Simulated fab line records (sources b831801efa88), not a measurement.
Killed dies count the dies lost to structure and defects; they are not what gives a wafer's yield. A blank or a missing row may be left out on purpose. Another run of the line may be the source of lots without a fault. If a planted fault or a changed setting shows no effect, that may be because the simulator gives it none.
fab line records	flow sky130
record: lots: 11	wafers: 33	last-day: 50
route steps=708 shown METAL1@450 METAL2@483 PAD_OPEN@708
lots that met no fault: from a run of the same line without faults
start-h: the number of hours between the record's first day and the start of the first shown wafer of the lot	wait-h: hours from the lot's prior step to this one	" same as the row above	L1.1+2: a single row standing in for several wafers	- value missing, or start not given	* or withheld: withheld	< > ~ a bound
route shown NAME@n: NAME is a module with steps in the file, n the number in the route of the first one	usual: mean/standard deviation taken from wafers without a fault	same: alike in all rows	chamber/n: place in a boat	sites: readings site by site	_std_site: how widely they spread, as a standard deviation	_edge_site: mean of outer sites minus mean of inner sites	radius-mm: for every site, how far away it sits from the centre of the wafer	mask NAME#n: copy n	behind: tool/chamber where the wafer was last shaped	hold: why the lot went on hold/how many hours it stayed there/how the hold came to an end	device: the n, p or np transistor that did not switch	end of line: the tests these same wafers got at the end of their route	where a step has no rows: the recipe by itself	killed: dies that structure and defects cost at the first sort, which is not the same as the wafer's yield	map: dies across one wafer; x = killed, . = not, _ = none there
set.NAME: the setting the step ran with; set.NAME@STEP: the setting that earlier step ran with	model.NAME: the simulator's own value behind a step, which no gauge read
the route's steps for a sample of lots (tables are steps, rows are wafers)
services: when a tool's chamber went out of use (start-h, in hours from the record's first day, below 0 if earlier), for how many hours, and the reason
== steps ==
step: SKY_METAL1_OVL_MEAS_16
usual: METAL1_OVL: -2/5.5
lot.wafer	tool	chamber	start-h	wait-h	METAL1_OVL[nm]
L745.3	overlay-02	-	777.11	0.1	-3
L745.4	"	-	"	"	-1
L745.5	"	-	"	"	-9
L746.1	overlay-02	-	785.51	0.1	1
L746.2	"	-	"	"	3
L746.5	"	-	"	"	-4
L747.1	overlay-02	-	796.25	0.1	-8
L747.3	"	-	"	"	-9
L747.4	"	-	"	"	-3
L748.3	overlay-02	-	800.61	0.1	-10
L748.5	"	-	"	"	-11
L748.6	"	-	"	"	-9
L751.2	overlay-01	-	818.71	0.1	-14
L751.3	"	-	"	"	-8
L751.5	"	-	"	"	-14
L752.2	overlay-01	-	833.41	0.1	8
L752.3	"	-	"	"	8
L752.6	"	-	"	"	0
L758.1	overlay-02	-	879.70	0.1	1
L758.2	"	-	"	"	-4
L758.3	"	-	"	"	2
L762.2	overlay-01	-	912.28	0.1	7
L762.5	"	-	"	"	7
L762.6	"	-	"	"	-1
L764.1	overlay-01	-	924.48	0.1	3
L764.4	"	-	"	"	2
L764.5	"	-	"	"	-3
L765.2	overlay-01	-	931.11	0.1	2
L765.4	"	-	"	"	-2
L765.5	"	-	"	"	-1
L766.3	overlay-01	-	939.71	0.1	3
L766.5	"	-	"	"	4
L766.6	"	-	"	"	-3
step: SKY_METAL1_METAL_ETCH_19
recipe: target-depth-a: 3600	stop-on: SiO2	over-etch-frac: 0.3	time-s: 78	chemistry: Cl2/BCl3	resist-sidewall-deg: 88	pressure-mtorr: 10	icp-w: 900	bias-w: 48.5	Cl2_flow_sccm: 60	bcl3-flow-sccm: 30
usual: drypump-motor-current-A: 5.7/0.38	oes-product-au: 0.854/0.0058	throttle-valve-pct: 22.265/0.0095
same: over-etch-frac: 0.3
lot.wafer	tool	chamber	start-h	wait-h	drypump-motor-current-A	oes-product-au	rf-hours-counter-h	throttle-valve-pct
L745.3	rie-metal-01	0	777.26	0.1	5.3	0.848	-	22.258
L745.4	"	1	"	"	6.0	0.850	-	22.266
L745.5	"	0	"	"	5.3	0.865	-	22.272
L746.1	rie-metal-04	0	785.64	0.0	5.8	0.851	1	22.272
L746.2	"	1	"	"	5.2	0.864	2	22.277
L746.5	"	1	"	"	5.2	0.845	-	22.282
L747.1	rie-metal-04	1	796.38	0.0	5.2	0.848	3	22.250
L747.3	"	1	"	"	5.2	0.860	-	22.265
L747.4	"	0	"	"	5.7	0.856	-	22.272
L748.3	rie-metal-04	1	800.76	0.1	5.2	0.849	-	22.282
L748.5	"	0	"	"	5.7	0.842	-	22.257
L748.6	"	1	"	"	5.2	0.847	-	22.241
L751.2	rie-metal-02	1	818.83	0.0	5.7	0.846	1	22.270
L751.3	"	0	"	"	6.3	0.856	-	22.270
L751.5	"	0	"	"	6.3	0.854	-	22.263
L752.2	rie-metal-01	1	833.53	0.0	6.0	0.860	7	22.267
L752.3	"	1	"	"	6.0	0.855	-	22.259
L752.6	"	1	"	"	6.0	0.850	-	22.272
L758.1	rie-metal-04	0	879.83	0.0	5.7	0.858	5	22.277
L758.2	"	1	"	"	5.2	0.860	6	22.259
L758.3	"	0	"	"	5.7	0.852	-	22.272
L762.2	rie-metal-02	0	912.41	0.0	6.3	0.850	10	22.268
L762.5	"	1	"	"	5.7	0.853	-	22.264
L762.6	"	0	"	"	6.3	0.848	-	22.253
L764.1	rie-metal-02	1	924.61	0.0	5.7	0.860	6	22.262
L764.4	"	0	"	"	6.3	0.857	-	22.261
L764.5	"	0	"	"	6.3	0.860	-	22.272
L765.2	rie-metal-04	1	931.23	0.0	5.2	0.857	9	22.251
L765.4	"	0	"	"	5.7	0.845	-	22.266
L765.5	"	1	"	"	5.2	0.858	-	22.272
L766.3	rie-metal-02	1	939.86	0.1	5.8	0.858	-	22.264
L766.5	"	0	"	"	6.3	0.852	-	22.255
L766.6	"	1	"	"	5.8	0.848	-	22.281
step: SKY_METAL2_SPUTTER_00
recipe: material: Ti	target-thk-nm: 15	power-w: 3000	time-s: 10	chamber-pressure-pa: 0.4
usual: throttle-valve-pct: 30.0/0.68
lot.wafer	tool	chamber	start-h	wait-h	throttle-valve-pct
L745.3	pvd-sputter-04	-	805.86	0.2	29.2
L745.4	"	-	"	"	29.7
L745.5	"	-	"	"	31.2
L746.1	pvd-sputter-04	-	815.01	0.1	29.3
L746.2	"	-	"	"	30.0
L746.5	"	-	"	"	29.3
L747.1	pvd-sputter-04	-	826.60	0.2	31.2
L747.3	"	-	"	"	29.8
L747.4	"	-	"	"	29.3
L748.3	pvd-sputter-04	-	830.07	0.1	29.5
L748.5	"	-	"	"	29.5
L748.6	"	-	"	"	29.6
L751.2	pvd-sputter-03	-	848.07	0.2	29.9
L751.3	"	-	"	"	30.5
L751.5	"	-	"	"	29.6
L752.2	pvd-sputter-03	-	861.66	0.1	29.6
L752.3	"	-	"	"	29.4
L752.6	"	-	"	"	30.6
L758.1	pvd-sputter-03	-	908.10	0.1	29.5
L758.2	"	-	"	"	30.6
L758.3	"	-	"	"	30.7
L762.2	pvd-sputter-01	-	940.48	0.1	31.0
L762.5	"	-	"	"	30.0
L762.6	"	-	"	"	29.8
L764.1	pvd-sputter-01	-	951.74	0.2	31.0
L764.4	"	-	"	"	30.3
L764.5	"	-	"	"	29.7
L765.2	pvd-sputter-04	-	958.78	0.2	29.8
L765.4	"	-	"	"	31.3
L765.5	"	-	"	"	31.1
L766.3	pvd-sputter-04	-	966.82	0.1	29.6
L766.5	"	-	"	"	29.2
L766.6	"	-	"	"	29.5
step: SKY_METAL2_SPUTTER_01
recipe: material: TiN	target-thk-nm: 20	power-w: 6500	time-s: 16.7	chamber-pressure-pa: 0.4
usual: throttle-valve-pct: 30.0/0.66
lot.wafer	tool	chamber	start-h	wait-h	throttle-valve-pct
L745.3	pvd-sputter-04	-	805.88	0.0	29.0
L745.4	"	-	"	"	29.7
L745.5	"	-	"	"	31.0
L746.1	pvd-sputter-04	-	815.04	0.0	29.1
L746.2	"	-	"	"	29.9
L746.5	"	-	"	"	29.1
L747.1	pvd-sputter-04	-	826.62	0.0	31.3
L747.3	"	-	"	"	29.9
L747.4	"	-	"	"	29.5
L748.3	pvd-sputter-04	-	830.09	0.0	29.4
L748.5	"	-	"	"	29.6
L748.6	"	-	"	"	29.7
L751.2	pvd-sputter-03	-	848.09	0.0	29.7
L751.3	"	-	"	"	30.6
L751.5	"	-	"	"	29.7
L752.2	pvd-sputter-03	-	861.68	0.0	29.4
L752.3	"	-	"	"	29.3
L752.6	"	-	"	"	30.4
L758.1	pvd-sputter-03	-	908.12	0.0	29.4
L758.2	"	-	"	"	30.7
L758.3	"	-	"	"	30.6
L762.2	pvd-sputter-01	-	940.50	0.0	31.0
L762.5	"	-	"	"	30.4
L762.6	"	-	"	"	29.8
L764.1	pvd-sputter-01	-	951.76	0.0	31.0
L764.4	"	-	"	"	30.3
L764.5	"	-	"	"	29.6
L765.2	pvd-sputter-04	-	958.80	0.0	29.7
L765.4	"	-	"	"	30.7
L765.5	"	-	"	"	31.2
L766.3	pvd-sputter-04	-	966.84	0.0	29.5
L766.5	"	-	"	"	29.0
L766.6	"	-	"	"	29.5
step: SKY_METAL2_RS_MEAS_05
recipe: thk-meas-gauge: four-point-probe	reads: TiN_of_METAL2_SPUTTER_04+Ti_of_METAL2_SPUTTER_03+AlCu_of_METAL2_SPUTTER_02+TiN_of_METAL2_SPUTTER_01+Ti_of_METAL2_SPUTTER_00
usual: METAL2_ALCU_RS: 0.1270/0.0015
lot.wafer	tool	chamber	start-h	wait-h	hold	METAL2_ALCU_RS[ohm/sq]
L745.3	film-metro-03	-	806.04	0.1	-	0.1278
L745.4	"	-	"	"	-	0.1264
L745.5	"	-	"	"	-	0.1285
L746.1	film-metro-04	-	815.15	0.0	-	0.1275
L746.2	"	-	"	"	-	0.1273
L746.5	"	-	"	"	-	0.1269
L747.1	film-metro-03	-	826.74	0.0	-	0.1279
L747.3	"	-	"	"	-	0.1267
L747.4	"	-	"	"	-	0.1264
L748.3	film-metro-04	-	830.25	0.1	-	0.1253
L748.5	"	-	"	"	-	0.1265
L748.6	"	-	"	"	-	0.1260
L751.2	film-metro-03	-	848.23	0.0	-	0.1248
L751.3	"	-	"	"	-	0.1285
L751.5	"	-	"	"	-	0.1246
L752.2	film-metro-02	-	861.82	0.0	-	0.1267
L752.3	"	-	"	"	-	0.1269
L752.6	"	-	"	"	-	0.1270
L758.1	film-metro-03	-	908.24	0.0	await-dispo/0.2h/release	0.1253
L758.2	"	-	"	"	await-dispo/0.2h/release	0.1278
L758.3	"	-	"	"	await-dispo/0.2h/release	0.1269
L758.1	film-metro-03	-	908.53	0.3	-	0.1255
L758.2	"	-	"	"	-	0.1281
L758.3	"	-	"	"	-	0.1272
L762.2	film-metro-02	-	940.64	0.0	-	0.1268
L762.5	"	-	"	"	-	0.1263
L762.6	"	-	"	"	-	0.1256
L764.1	film-metro-04	-	951.88	0.0	-	0.1293
L764.4	"	-	"	"	-	0.1287
L764.5	"	-	"	"	-	0.1289
L765.2	film-metro-04	-	958.94	0.0	-	0.1258
L765.4	"	-	"	"	-	0.1253
L765.5	"	-	"	"	-	0.1256
L766.3	film-metro-02	-	967.00	0.1	-	0.1260
L766.5	"	-	"	"	-	0.1275
L766.6	"	-	"	"	-	0.1263
step: SKY_PAD_OPEN_PROBE_99
usual: defect-limited-yield: 82.6/1.8	killed_at_M0_to_M3: 44/6.9	killed_at_M4_up: 3.2/1.8	killed-at-contacts: 23/5.2	killed-at-front-end: 15/4.5	killed-at-other: 0.3/0.56	killed-dies: 85/8.8	killed-on-rim: 17/3.5	killed-open: 47/6.7	killed-short: 39/6.4	sort_bin_3_pad_short: 0.8/0.4	sort_bin_5_function: 10.2/1.3	sort_bin_6_memory: 6.4/1.1	sort-n-pass: 407/8.8	sort-yield-pct: 82.6/1.8
same: gross-dies: 492	killed-at-back-side: 0	sort_bin_4_leakage[%]: 0	sort_bin_8_speed[%]: 0
lot.wafer	tool	chamber	start-h	wait-h	defect-limited-yield[%]	killed_at_M0_to_M3	killed_at_M4_up	killed-at-contacts	killed-at-front-end	killed-at-other	killed-dies	killed-on-rim	killed-open	killed-short	sort_bin_3_pad_short[%]	sort_bin_5_function[%]	sort_bin_6_memory[%]	sort-n-pass	sort-yield-pct[%]
L745.3	prober-02	-	1084.01	0.2	81.3	45	2	31	13	1	92	20	51	41	1.4	10.4	6.9	400	81.3
L745.4	prober-02	-	1084.06	0.2	83.5	45	4	18	14	0	81	19	34	47	1.2	9.8	5.5	411	83.5
L745.5	prober-02	-	1084.11	0.2	82.7	44	3	20	17	1	85	19	39	46	1.2	9.6	6.5	407	82.7
L746.1	prober-01	-	1090.88	0.1	81.5	44	1	28	18	0	91	21	48	43	0.4	10.4	7.7	401	81.5
L746.2	prober-01	-	1090.93	0.1	88.2	29	1	23	5	0	58	6	37	21	0.8	7.3	3.7	434	88.2
L746.5	prober-01	-	1091.08	0.2	85.4	40	4	24	4	0	72	13	43	29	1.4	8.1	5.1	420	85.4
L747.1	prober-02	-	1102.83	0.1	82.3	49	4	22	12	0	87	16	49	38	0.6	11.4	5.7	405	82.3
L747.3	prober-02	-	1102.93	0.2	81.9	48	1	28	12	0	89	18	53	36	0.4	11.0	6.7	403	81.9
L747.4	prober-02	-	1102.98	0.2	83.5	36	1	24	19	1	81	14	50	31	0.6	11.4	4.5	411	83.5
L748.3	prober-01	-	1104.43	0.2	81.7	41	4	33	12	0	90	20	46	44	0.8	10.8	6.7	402	81.7
L748.5	prober-01	-	1104.53	0.2	82.1	44	4	19	21	0	88	19	49	39	0.2	10.2	7.5	404	82.1
L748.6	prober-01	-	1104.58	0.2	81.1	50	4	25	14	0	93	16	45	48	1.6	9.6	7.7	399	81.1
L751.2	prober-01	-	1117.35	0.1	81.9	48	2	22	16	1	89	18	52	37	0.6	11.0	6.5	403	81.9
L751.3	prober-01	-	1117.40	0.2	83.9	36	3	31	9	0	79	18	48	31	0.8	8.9	6.3	413	83.9
L751.5	prober-01	-	1117.50	0.2	83.3	34	1	30	16	1	82	14	45	37	0.4	10.4	5.9	410	83.3
L752.2	prober-01	-	1128.95	0.1	83.5	42	4	22	13	0	81	13	44	37	0.8	9.3	6.3	411	83.5
L752.3	prober-01	-	1129.00	0.2	83.3	41	4	22	15	0	82	19	44	38	0.8	9.1	6.7	410	83.3
L752.6	prober-01	-	1129.15	0.2	83.7	48	2	17	13	0	80	13	44	36	0.4	8.1	7.7	412	83.7
L758.1	prober-01	-	1162.12	0.1	82.9	39	4	30	11	0	84	20	44	40	0.6	11.4	5.1	408	82.9
L758.2	prober-01	-	1162.17	0.1	81.7	47	6	25	12	0	90	23	50	40	1.8	11.2	5.3	402	81.7
L758.3	prober-01	-	1162.22	0.2	85.2	30	5	28	10	0	73	13	45	28	0.2	10.2	4.5	419	85.2
L762.2	prober-02	-	1184.22	0.1	82.9	40	3	21	18	2	84	16	47	37	0.6	11.0	5.5	408	82.9
L762.5	prober-02	-	1184.37	0.2	83.5	46	2	21	12	0	81	14	34	47	1.0	9.6	5.9	411	83.5
L762.6	prober-02	-	1184.42	0.2	84.8	38	0	24	13	0	75	14	40	35	1.0	8.7	5.5	417	84.8
L764.1	prober-01	-	1189.51	0.1	83.1	37	2	28	16	0	83	16	44	39	0.4	11.6	4.9	409	83.1
L764.4	prober-01	-	1189.66	0.2	83.3	46	4	24	8	0	82	15	43	39	1.0	9.8	5.9	410	83.3
L764.5	prober-01	-	1189.71	0.2	82.3	40	1	26	20	0	87	18	49	38	0.4	9.8	7.5	405	82.3
L765.2	prober-02	-	1197.46	0.1	83.7	42	3	21	14	0	80	21	45	35	1.6	9.3	5.3	412	83.7
L765.4	prober-02	-	1197.56	0.2	82.7	47	5	20	13	0	85	18	48	37	0.4	11.2	5.7	407	82.7
L765.5	prober-02	-	1197.61	0.2	82.9	49	3	20	12	0	84	12	53	31	0.6	10.4	6.1	408	82.9
L766.3	prober-02	-	1200.98	0.5	81.1	52	2	25	14	0	93	13	40	53	1.6	10.2	7.1	399	81.1
L766.5	prober-02	-	1201.08	0.5	83.1	51	2	17	13	0	83	12	39	44	1.2	11.0	4.7	409	83.1
L766.6	prober-02	-	1201.13	0.6	83.7	38	2	20	20	0	80	14	46	34	0.4	9.8	6.1	412	83.7
killed by level:class
L745.3 LI_CONTACT:geometric-particle:open=10 VIA1:geometric-particle:open=10 CONTACT:geometric-particle:open=8 METAL1:geometric-particle:short=7 LOCAL_INTERCONNECT:geometric-particle:short=6 VIA3:geometric-particle:open=6 CONTACT:geometric-particle:short=5 VIA2:geometric-particle:open=5
L745.4 VIA2:geometric-particle:open=10 VIA1:geometric-particle:open=10 CONTACT:geometric-particle:short=7 METAL1:geometric-particle:short=7 VIA1:geometric-particle:short=6 VIA2:geometric-particle:short=6 FIELD_ISO:geometric-particle:short=5 CONTACT:geometric-particle:open=5
L745.5 VIA1:geometric-particle:open=7 FIELD_ISO:geometric-particle:short=6 CONTACT:geometric-particle:open=6 VIA1:geometric-particle:short=6 METAL1:geometric-particle:short=6 CONTACT:geometric-particle:short=5 VIA3:geometric-particle:open=5 POLY_GATE:geometric-particle:short=4
L746.1 VIA3:geometric-particle:open=10 LI_CONTACT:geometric-particle:open=9 CONTACT:geometric-particle:open=8 FIELD_ISO:geometric-particle:short=7 VIA1:geometric-particle:short=6 VIA2:geometric-particle:open=6 POLY_GATE:geometric-particle:short=5 VIA1:geometric-particle:open=5
L746.2 VIA3:geometric-particle:open=9 LI_CONTACT:geometric-particle:open=8 CONTACT:geometric-particle:open=8 VIA1:geometric-particle:short=5 CONTACT:geometric-particle:short=4 VIA1:geometric-particle:open=4 VIA2:geometric-particle:open=4 FIELD_ISO:geometric-particle:open=2
L746.5 VIA3:geometric-particle:open=13 CONTACT:geometric-particle:open=9 LOCAL_INTERCONNECT:geometric-particle:short=5 METAL1:geometric-particle:short=5 VIA1:geometric-particle:open=5 LI_CONTACT:geometric-particle:open=4 CONTACT:geometric-particle:short=4 VIA2:geometric-particle:open=4
L747.1 VIA2:geometric-particle:open=13 VIA1:geometric-particle:open=8 LOCAL_INTERCONNECT:geometric-particle:short=7 LI_CONTACT:geometric-particle:open=6 VIA3:geometric-particle:short=6 FIELD_ISO:geometric-particle:open=4 SPACER:geometric-particle:short=4 CONTACT:geometric-particle:open=4
L747.3 VIA3:geometric-particle:open=12 VIA1:geometric-particle:open=11 CONTACT:geometric-particle:open=9 CONTACT:geometric-particle:short=7 VIA2:geometric-particle:open=6 POLY_GATE:geometric-particle:short=5 POLY_GATE:geometric-particle:open=5 LI_CONTACT:geometric-particle:short=5
L747.4 CONTACT:geometric-particle:open=13 VIA1:geometric-particle:open=9 VIA3:geometric-particle:open=7 FIELD_ISO:geometric-particle:open=5 FIELD_ISO:geometric-particle:short=4 POLY_GATE:geometric-particle:short=4 POLY_GATE:geometric-particle:open=4 METAL1:geometric-particle:short=4
L748.3 CONTACT:geometric-particle:open=10 LI_CONTACT:geometric-particle:open=10 VIA1:geometric-particle:short=8 VIA1:geometric-particle:open=7 VIA2:geometric-particle:open=6 LOCAL_INTERCONNECT:geometric-particle:short=5 METAL2:geometric-particle:short=5 CONTACT:geometric-particle:short=4
L748.5 VIA1:geometric-particle:open=9 CONTACT:geometric-particle:open=8 VIA2:geometric-particle:open=6 POLY_GATE:geometric-particle:open=5 LI_CONTACT:geometric-particle:open=5 VIA1:geometric-particle:short=5 VIA2:geometric-particle:short=5 VIA3:geometric-particle:open=5
L748.6 VIA1:geometric-particle:open=10 VIA1:geometric-particle:short=8 CONTACT:geometric-particle:short=8 CONTACT:geometric-particle:open=8 METAL1:geometric-particle:short=6 METAL2:geometric-particle:short=6 POLY_GATE:geometric-particle:open=5 LI_CONTACT:geometric-particle:open=5
L751.2 VIA1:geometric-particle:open=10 CONTACT:geometric-particle:open=9 VIA2:geometric-particle:open=8 LI_CONTACT:geometric-particle:open=7 METAL1:geometric-particle:short=6 POLY_GATE:geometric-particle:open=5 METAL3:geometric-particle:short=5 FIELD_ISO:geometric-particle:open=4
L751.3 CONTACT:geometric-particle:open=14 VIA1:geometric-particle:open=9 LI_CONTACT:geometric-particle:open=7 VIA2:geometric-particle:open=6 METAL3:geometric-particle:short=6 VIA3:geometric-particle:open=5 METAL1:geometric-particle:short=5 FIELD_ISO:geometric-particle:short=4
L751.5 VIA1:geometric-particle:open=10 LI_CONTACT:geometric-particle:open=9 CONTACT:geometric-particle:open=8 FIELD_ISO:geometric-particle:short=6 POLY_GATE:geometric-particle:open=5 CONTACT:geometric-particle:short=5 VIA3:geometric-particle:open=5 LI_CONTACT:geometric-particle:short=4
L752.2 VIA1:geometric-particle:open=16 LI_CONTACT:geometric-particle:open=8 LI_CONTACT:geometric-particle:short=6 VIA1:geometric-particle:short=5 VIA3:geometric-particle:open=5 VIA2:geometric-particle:open=4 FIELD_ISO:geometric-particle:open=3 FIELD_ISO:geometric-particle:short=3
L752.3 CONTACT:geometric-particle:open=10 VIA1:geometric-particle:open=9 LI_CONTACT:geometric-particle:open=7 POLY_GATE:geometric-particle:open=6 VIA1:geometric-particle:short=6 METAL1:geometric-particle:short=4 VIA2:geometric-particle:short=4 VIA2:geometric-particle:open=4
L752.6 VIA1:geometric-particle:open=11 VIA3:geometric-particle:open=8 LI_CONTACT:geometric-particle:open=7 METAL2:geometric-particle:short=7 VIA2:geometric-particle:open=7 POLY_GATE:geometric-particle:short=6 METAL1:geometric-particle:short=6 VIA1:geometric-particle:short=4
L758.1 CONTACT:geometric-particle:open=11 VIA1:geometric-particle:open=10 METAL2:geometric-particle:short=6 VIA3:geometric-particle:open=6 LI_CONTACT:geometric-particle:open=5 LOCAL_INTERCONNECT:geometric-particle:short=5 METAL1:geometric-particle:short=5 FIELD_ISO:geometric-particle:short=4
L758.2 VIA1:geometric-particle:open=14 CONTACT:geometric-particle:open=11 VIA3:geometric-particle:open=8 CONTACT:geometric-particle:short=7 VIA2:geometric-particle:open=7 FIELD_ISO:geometric-particle:short=6 VIA1:geometric-particle:short=4 METAL2:geometric-particle:short=4
L758.3 CONTACT:geometric-particle:open=12 VIA1:geometric-particle:open=9 LI_CONTACT:geometric-particle:open=6 VIA3:geometric-particle:open=5 LOCAL_INTERCONNECT:geometric-particle:short=4 CONTACT:geometric-particle:short=4 VIA2:geometric-particle:open=4 FIELD_ISO:geometric-particle:short=3
L762.2 VIA3:geometric-particle:open=10 VIA1:geometric-particle:short=9 CONTACT:geometric-particle:open=8 LI_CONTACT:geometric-particle:open=7 VIA1:geometric-particle:open=6 FIELD_ISO:geometric-particle:short=5 FIELD_ISO:geometric-particle:open=5 METAL1:geometric-particle:short=5
L762.5 METAL1:geometric-particle:short=11 CONTACT:geometric-particle:open=11 METAL2:geometric-particle:short=8 VIA3:geometric-particle:open=7 VIA1:geometric-particle:open=6 VIA1:geometric-particle:short=5 POLY_GATE:geometric-particle:short=4 LI_CONTACT:geometric-particle:open=4
L762.6 CONTACT:geometric-particle:open=8 CONTACT:geometric-particle:short=7 VIA2:geometric-particle:open=7 VIA1:geometric-particle:open=6 METAL1:geometric-particle:open=5 METAL2:geometric-particle:short=5 POLY_GATE:geometric-particle:open=4 VIA3:geometric-particle:short=4
L764.1 VIA1:geometric-particle:open=10 CONTACT:geometric-particle:open=8 POLY_GATE:geometric-particle:short=6 LI_CONTACT:geometric-particle:open=6 VIA1:geometric-particle:short=5 POLY_GATE:geometric-particle:open=4 LOCAL_INTERCONNECT:geometric-particle:open=4 LOCAL_INTERCONNECT:geometric-particle:short=4
L764.4 CONTACT:geometric-particle:open=13 VIA1:geometric-particle:short=10 VIA1:geometric-particle:open=10 METAL1:geometric-particle:short=6 CONTACT:geometric-particle:short=5 VIA3:geometric-particle:short=5 VIA3:geometric-particle:open=5 LI_CONTACT:geometric-particle:open=4
L764.5 VIA1:geometric-particle:open=11 VIA2:geometric-particle:open=7 CONTACT:geometric-particle:open=6 FIELD_ISO:geometric-particle:short=5 FIELD_ISO:geometric-particle:open=5 CONTACT:geometric-particle:short=5 LI_CONTACT:geometric-particle:open=5 LI_CONTACT:geometric-particle:short=5
L765.2 VIA1:geometric-particle:open=13 FIELD_ISO:geometric-particle:short=6 CONTACT:geometric-particle:open=6 VIA3:geometric-particle:open=6 LI_CONTACT:geometric-particle:open=5 VIA2:geometric-particle:open=5 POLY_GATE:geometric-particle:short=4 POLY_GATE:geometric-particle:open=3
L765.4 VIA1:geometric-particle:open=9 LI_CONTACT:geometric-particle:open=8 VIA2:geometric-particle:open=7 METAL2:geometric-particle:short=6 VIA1:geometric-particle:short=6 CONTACT:geometric-particle:open=5 METAL1:geometric-particle:short=4 VIA3:geometric-particle:open=4
L765.5 VIA1:geometric-particle:open=10 VIA2:geometric-particle:open=10 VIA3:geometric-particle:open=9 CONTACT:geometric-particle:open=7 LI_CONTACT:geometric-particle:open=5 POLY_GATE:geometric-particle:short=4 CONTACT:geometric-particle:short=4 METAL1:geometric-particle:short=4
L766.3 VIA1:geometric-particle:short=13 VIA1:geometric-particle:open=10 CONTACT:geometric-particle:short=7 LI_CONTACT:geometric-particle:short=6 METAL2:geometric-particle:short=6 VIA3:geometric-particle:open=6 CONTACT:geometric-particle:open=5 METAL3:geometric-particle:short=5
L766.5 VIA1:geometric-particle:short=10 VIA2:geometric-particle:open=9 VIA1:geometric-particle:open=8 CONTACT:geometric-particle:open=6 FIELD_ISO:geometric-particle:short=5 METAL1:geometric-particle:short=5 CONTACT:geometric-particle:short=4 METAL2:geometric-particle:short=4
L766.6 LI_CONTACT:geometric-particle:open=13 VIA1:geometric-particle:open=11 METAL2:geometric-particle:short=8 POLY_GATE:geometric-particle:short=6 VIA2:geometric-particle:open=6 POLY_GATE:geometric-particle:open=5 FIELD_ISO:geometric-particle:short=4 FIELD_ISO:geometric-particle:open=3
== services ==
tool	chamber	start-h	hours	kind
rie-metal-02	1	755.22	-	clean
rie-metal-02	1	755.22	16.1	scheduled-down
rie-metal-02	1	755.22	16.1	vent-cycle
rie-metal-01	-	798.41	1.7	repair
rie-metal-04	0	831.62	8.0	repair
rie-metal-01	-	843.10	0.1	repair
rie-metal-04	-	860.55	1.4	pm
pvd-sputter-01	-	887.25	4.3	repair
rie-metal-01	0	887.97	-	clean
rie-metal-01	0	887.97	13.2	scheduled-down
rie-metal-01	0	887.97	13.2	vent-cycle
== key ==
first-sign: step: SKY_METAL2_RS_MEAS_05	reading: visit	direction: added
effect none on later readings
met-at SKY_METAL2_SPUTTER_01
struck-lots L758
struck-wafers L758.2
not-acting-at SKY_METAL1_OVL_MEAS_16,SKY_METAL1_METAL_ETCH_19,SKY_METAL2_SPUTTER_00
onset-between 861.68 908.12
fault: kind: process-parameter-drift	tool: pvd-sputter-03	chamber: -	onset-h: 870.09	steps: SKY_METAL2_SPUTTER_01	channel: target-thk-nm	offset: -12.75	shape: step	end-h: 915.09	scope: struck-wafers-only	acts-in: these-recipes-only	stated: 20
